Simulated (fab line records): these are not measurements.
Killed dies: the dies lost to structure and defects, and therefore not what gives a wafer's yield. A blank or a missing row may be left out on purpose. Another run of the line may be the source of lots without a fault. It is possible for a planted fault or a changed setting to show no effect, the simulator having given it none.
What tool caused it? + flow sky130 + 35 wafers from 12 lots sampled at 5 of the route's 708 steps

WHAT EACH GAUGE READ, for each wafer
No reading from a measuring or inspecting step in the record can be judged against a usual standard deviation.

WHAT TOOL EACH LOT RAN ON (gives the tool, then ch and the chambers of the sampled wafers, and finally the start)
| lot  | SKY_VIA4_SPUTTER_17          | SKY_METAL5_SPUTTER_00        | SKY_PAD_OPEN_ETCH_07               | SKY_PAD_OPEN_STRIP_08                | SKY_PAD_OPEN_PROBE_99   |
|------|------------------------------|------------------------------|------------------------------------|--------------------------------------|-------------------------|
| L951 | pvd-sputter-02, day 43 06:00 | pvd-sputter-04, day 43 06:42 | rie-diel-02 ch 0,2, day 46 00:41   | plasma-asher-01 ch 0,1, day 46 00:47 | prober-02, day 46 03:00 |
| L952 | pvd-sputter-02, day 43 10:34 | pvd-sputter-04, day 43 11:15 | rie-diel-01 ch 1,2,3, day 46 06:24 | plasma-asher-03 ch 0,1, day 46 06:31 | prober-01, day 46 08:43 |
| L953 | pvd-sputter-03, day 43 14:55 | pvd-sputter-04, day 43 15:36 | rie-diel-03 ch 0,1,2, day 46 09:44 | plasma-asher-03 ch 0,1, day 46 09:50 | prober-02, day 46 12:06 |
| L955 | pvd-sputter-03, day 44 07:25 | pvd-sputter-04, day 44 08:07 | rie-diel-02 ch 1,2,3, day 47 00:19 | plasma-asher-01 ch 0,1, day 47 00:25 | prober-02, day 47 02:38 |
| L957 | pvd-sputter-02, day 45 00:40 | pvd-sputter-02, day 45 01:21 | rie-diel-03 ch 0,1,2, day 47 16:05 | plasma-asher-03 ch 0, day 47 16:11   | prober-02, day 47 18:29 |
| L958 | pvd-sputter-02, day 45 06:19 | pvd-sputter-04, day 45 07:01 | rie-diel-02 ch 1,2, day 47 20:13   | plasma-asher-03 ch 0,1, day 47 20:19 | prober-01, day 47 22:35 |
| L960 | pvd-sputter-02, day 45 16:47 | pvd-sputter-02, day 45 17:28 | rie-diel-01 ch 0,1, day 48 07:20   | plasma-asher-04 ch 0, day 48 07:26   | prober-01, day 48 09:48 |
| L962 | pvd-sputter-02, day 46 01:28 | pvd-sputter-02, day 46 02:10 | rie-diel-02 ch 0,1,2, day 48 14:52 | plasma-asher-01 ch 0,1, day 48 14:58 | prober-01, day 48 17:11 |
| L966 | pvd-sputter-02, day 47 04:40 | pvd-sputter-04, day 47 05:34 | rie-diel-02 ch 1, day 49 14:05     | plasma-asher-04 ch 0, day 49 14:13   | prober-01, day 49 16:38 |
| L968 | pvd-sputter-03, day 47 17:05 | pvd-sputter-01, day 47 17:46 | rie-diel-03 ch 1,2,3, day 50 02:25 | plasma-asher-03 ch 0,1, day 50 02:31 | prober-01, day 50 04:44 |
| L969 | pvd-sputter-02, day 47 19:04 | pvd-sputter-02, day 47 19:46 | rie-diel-01 ch 0,2, day 50 03:07   | plasma-asher-01 ch 0,1, day 50 03:13 | prober-02, day 50 05:26 |
| L972 | pvd-sputter-03, day 49 04:08 | pvd-sputter-04, day 49 04:50 | rie-diel-02 ch 0,2, day 51 02:47   | plasma-asher-01 ch 0,1, day 51 02:53 | prober-01, day 51 05:06 |
- SKY_VIA4_SPUTTER_17: material TiN, target thk 20 nm, time 80 s.
- SKY_METAL5_SPUTTER_00: material Ti, target thk 15 nm, time 10 s.
- SKY_PAD_OPEN_ETCH_07: etches the open film in CF4/O2, stops on AlCu, target depth 725 nm, time 161.1 s.
- SKY_PAD_OPEN_STRIP_08: strips in O2/N2.
- SKY_PAD_OPEN_PROBE_99

AS READ BY THE TOOLS THEMSELVES (means over the sampled wafers that have a number; for cases with no such wafer, the mark the record gives instead)
SKY_VIA4_SPUTTER_17.
| lot  | tool           | throttle-valve-pct (%) |
|------|----------------|------------------------|
| L951 | pvd-sputter-02 | 29.7                   |
| L952 | pvd-sputter-02 | 29.7                   |
| L953 | pvd-sputter-03 | 29.0                   |
| L955 | pvd-sputter-03 | 29.6                   |
| L957 | pvd-sputter-02 | 30.1                   |
| L958 | pvd-sputter-02 | 30.1                   |
| L960 | pvd-sputter-02 | 29.3                   |
| L962 | pvd-sputter-02 | 29.4                   |
| L966 | pvd-sputter-02 | 30.0                   |
| L968 | pvd-sputter-03 | 29.7                   |
| L969 | pvd-sputter-02 | 29.7                   |
| L972 | pvd-sputter-03 | 29.8                   |

SKY_METAL5_SPUTTER_00.
| lot  | tool           | throttle-valve-pct (%) |
|------|----------------|------------------------|
| L951 | pvd-sputter-04 | 29.4                   |
| L952 | pvd-sputter-04 | 29.9                   |
| L953 | pvd-sputter-04 | 30.3                   |
| L955 | pvd-sputter-04 | 30.4                   |
| L957 | pvd-sputter-02 | 30.0                   |
| L958 | pvd-sputter-04 | 29.9                   |
| L960 | pvd-sputter-02 | 30.0                   |
| L962 | pvd-sputter-02 | 29.7                   |
| L966 | pvd-sputter-04 | 30.1                   |
| L968 | pvd-sputter-01 | 29.6                   |
| L969 | pvd-sputter-02 | 30.0                   |
| L972 | pvd-sputter-04 | 29.5                   |

SKY_PAD_OPEN_ETCH_07.
| lot  | tool        | drypump-motor-current-A (A) | oes-product-au (a.u.) | throttle-valve-pct (%) |
|------|-------------|-----------------------------|-----------------------|------------------------|
| L951 | rie-diel-02 | 5.7                         | 0.964                 | 5.969                  |
| L952 | rie-diel-01 | 5.6                         | 0.979                 | 5.958                  |
| L953 | rie-diel-03 | 6.0                         | 0.970                 | 5.958                  |
| L955 | rie-diel-02 | 5.8                         | 0.973                 | 5.960                  |
| L957 | rie-diel-03 | 6.0                         | 0.968                 | 5.950                  |
| L958 | rie-diel-02 | 5.7                         | 0.979                 | 5.963                  |
| L960 | rie-diel-01 | 5.8                         | 0.976                 | 5.968                  |
| L962 | rie-diel-02 | 5.8                         | 0.974                 | 5.958                  |
| L966 | rie-diel-02 | 5.7                         | 0.990                 | 5.959                  |
| L968 | rie-diel-03 | 5.8                         | 0.980                 | 5.965                  |
| L969 | rie-diel-01 | 5.7                         | 0.981                 | 5.968                  |
| L972 | rie-diel-02 | 5.9                         | 0.973                 | 5.964                  |

SKY_PAD_OPEN_STRIP_08.
| lot  | tool            | drypump-motor-current-A (A) | oes-product-au (a.u.) | strip-time-to-endpoint-s (s) |
|------|-----------------|-----------------------------|-----------------------|------------------------------|
| L951 | plasma-asher-01 | 5.44                        | 0.663                 | 37.13                        |
| L952 | plasma-asher-03 | 5.93                        | 0.665                 | 37.05                        |
| L953 | plasma-asher-03 | 5.82                        | 0.662                 | 36.99                        |
| L955 | plasma-asher-01 | 5.61                        | 0.662                 | 37.05                        |
| L957 | plasma-asher-03 | 6.05                        | 0.657                 | 36.98                        |
| L958 | plasma-asher-03 | 5.96                        | 0.660                 | 36.91                        |
| L960 | plasma-asher-04 | 5.55                        | 0.662                 | 37.18                        |
| L962 | plasma-asher-01 | 5.44                        | 0.666                 | 37.07                        |
| L966 | plasma-asher-04 | 5.46                        | 0.665                 | 37.00                        |
| L968 | plasma-asher-03 | 5.94                        | 0.660                 | 36.91                        |
| L969 | plasma-asher-01 | 5.62                        | 0.666                 | 36.98                        |
| L972 | plasma-asher-01 | 5.47                        | 0.664                 | 36.86                        |

SKY_PAD_OPEN_PROBE_99.
| lot  | tool      | defect-limited-yield (%) | killed_at_M0_to_M3 | killed_at_M4_up | killed-at-contacts | killed-at-front-end | killed-at-other | killed-dies | killed-open | killed-short | sort_bin_3_pad_short (%) | sort_bin_5_function (%) | sort_bin_6_memory (%) | sort_bin_8_speed (%) | sort-n-pass | sort-yield-pct (%) |
|------|-----------|--------------------------|--------------------|-----------------|--------------------|---------------------|-----------------|-------------|-------------|--------------|--------------------------|-------------------------|-----------------------|----------------------|-------------|--------------------|
| L951 | prober-02 | 82.5                     | 43                 | 4.0             | 24                 | 14                  | 0.7             | 86          | 48          | 38           | 0.8                      | 10.2                    | 6.4                   | 0.00                 | 406         | 82.5               |
| L952 | prober-01 | 81.2                     | 45                 | 2.3             | 23                 | 22                  | 0.3             | 92          | 50          | 42           | 0.8                      | 10.3                    | 7.6                   | 0.00                 | 400         | 81.2               |
| L953 | prober-02 | 84.8                     | 38                 | 3.0             | 24                 | 9                   | 1.0             | 75          | 45          | 30           | 0.7                      | 9.0                     | 5.6                   | 0.07                 | 417         | 84.7               |
| L955 | prober-02 | 83.7                     | 37                 | 3.0             | 24                 | 16                  | 0.0             | 80          | 48          | 33           | 0.7                      | 9.3                     | 6.3                   | 0.00                 | 412         | 83.7               |
| L957 | prober-02 | 83.7                     | 40                 | 5.7             | 21                 | 13                  | 0.0             | 80          | 43          | 37           | 1.4                      | 9.5                     | 5.4                   | 0.00                 | 412         | 83.7               |
| L958 | prober-01 | 83.5                     | 36                 | 5.7             | 27                 | 12                  | 0.3             | 81          | 45          | 36           | 1.2                      | 9.6                     | 5.8                   | 0.00                 | 411         | 83.5               |
| L960 | prober-01 | 83.9                     | 39                 | 4.7             | 23                 | 12                  | 0.0             | 79          | 46          | 33           | 0.7                      | 8.6                     | 6.8                   | 0.00                 | 413         | 83.9               |
| L962 | prober-01 | 83.3                     | 42                 | 3.0             | 20                 | 17                  | 0.0             | 82          | 47          | 35           | 0.9                      | 8.9                     | 6.8                   | 0.00                 | 410         | 83.3               |
| L966 | prober-01 | 77.3                     | 49                 | 32.5            | 18                 | 12                  | 0.0             | 112         | 42          | 38           | 3.2                      | 13.6                    | 5.8                   | 0.00                 | 380         | 77.3               |
| L968 | prober-01 | 82.4                     | 45                 | 2.0             | 26                 | 14                  | 0.0             | 87          | 50          | 37           | 1.1                      | 10.9                    | 5.6                   | 0.00                 | 405         | 82.4               |
| L969 | prober-02 | 81.1                     | 28                 | 25.3            | 26                 | 12                  | 0.3             | 93          | 38          | 33           | 2.2                      | 11.3                    | 5.4                   | 0.00                 | 399         | 81.1               |
| L972 | prober-01 | 80.1                     | 50                 | 4.0             | 28                 | 16                  | 0.3             | 98          | 51          | 46           | 1.1                      | 11.7                    | 7.2                   | 0.00                 | 394         | 80.1               |

THE ANSWER, worked out from the rows above alone
Rule: the lots themselves supply what counts as usual. The widest of any qualifying gaps counts: lots, ordered by their means at a reading, are off when they make up no more than a third of the lots, leave a main group of 4 or more, and stand apart from it by 3 or more times the standard deviation of that group's means. A main group whose means are all the same, to the digits that the tables above print for the reading, isn't used. A lot without any number at a reading at which 4 lots or more have one is off too. The other lots that the step has rows for count as sound. First the gauges in route order, then the tools' own readings, where a lot's mean is used as printed above. At the first step where some lot is off, the reading lying furthest off is the one used; lots without a number count as furthest.
Off: L966, L969 (SKY_PAD_OPEN_PROBE_99, killed_at_M4_up). The main group has a mean of 3.7 with a standard deviation of 1.2.
A tool fits if, at that step or a process step before it, it ran every lot that is off, and no sound lot after the first of them. One fits: pvd-sputter-02 at SKY_VIA4_SPUTTER_17. Its last sound lot is L962 (day 46 01:28), its first lot that is off L966 (day 47 04:40): a fault that began between those two fits.

WHAT WAS PUT IN BY THE SIMULATOR
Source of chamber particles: pvd-sputter-02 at SKY_VIA4_SPUTTER_17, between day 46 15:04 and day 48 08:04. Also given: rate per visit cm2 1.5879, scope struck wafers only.
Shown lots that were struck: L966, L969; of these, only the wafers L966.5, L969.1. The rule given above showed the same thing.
